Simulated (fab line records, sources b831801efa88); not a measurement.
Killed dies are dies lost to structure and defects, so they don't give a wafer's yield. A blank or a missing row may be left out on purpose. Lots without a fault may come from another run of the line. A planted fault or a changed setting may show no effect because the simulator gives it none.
Chamber matching | flow sky130 | SKY_PASSIVATION_CVD_00 on pecvd-01: 3 sister chambers
The step deposits SiO2, target thk 90 nm. 14 wafers are shown with their chamber, then 7 later ones without.

WAFERS WITH THEIR CHAMBER
wafer  | chamber | heater_power_w (W)
L075.1 | 0       | 630
L075.2 | 2       | 747
L075.3 | 1       | 717
L075.4 | 0       | 612
L075.5 | 2       | 774
L075.6 | 1       | 719
L083.1 | 0       | 564
L083.3 | 2       | 744
L083.5 | 1       | 748
L087.2 | 0       | 618
L087.5 | 0       | 635
L087.6 | 1       | 715
L092.1 | 0       | 635
L092.3 | 2       | 658

SIGNATURES (means of the wafers above)
reading        | chamber 0 | chamber 1 | chamber 2 | scatter within a chamber
heater_power_w | 615.67    | 724.75    | 730.75    | 33
Rule: a wafer's distance from a chamber is the root of the sum, over the readings, of the square of ((its reading less the chamber's mean) divided by the reading's scatter). The wafer belongs to the nearest chamber; if the next one is less than 2 further off, it can't be placed. The scatter: the root of (the sum of the squares of (reading less its chamber's mean) over the shown wafers, divided by (wafers less chambers)).

WAFERS WITHOUT THEIR CHAMBER
wafer  | heater_power_w (W)
L092.5 | 699
L095.1 | 772
L095.2 | 604
L095.3 | 730
L095.4 | 579
L095.5 | 787
L095.6 | 745

WHICH CHAMBER EACH WENT THROUGH
wafer  | from the rows above          | in truth
L092.5 | can't be placed: 1 or 2 or 0 | 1
L095.1 | can't be placed: 2 or 1      | 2
L095.2 | 0                            | 0
L095.3 | can't be placed: 2 or 1      | 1
L095.4 | 0                            | 0
L095.5 | can't be placed: 2 or 1      | 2
L095.6 | can't be placed: 2 or 1      | 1
Placed correctly: 2 of 7. Can't be placed from these rows: 5 (the true chamber is among the candidates in 5). Placed wrongly: 0.
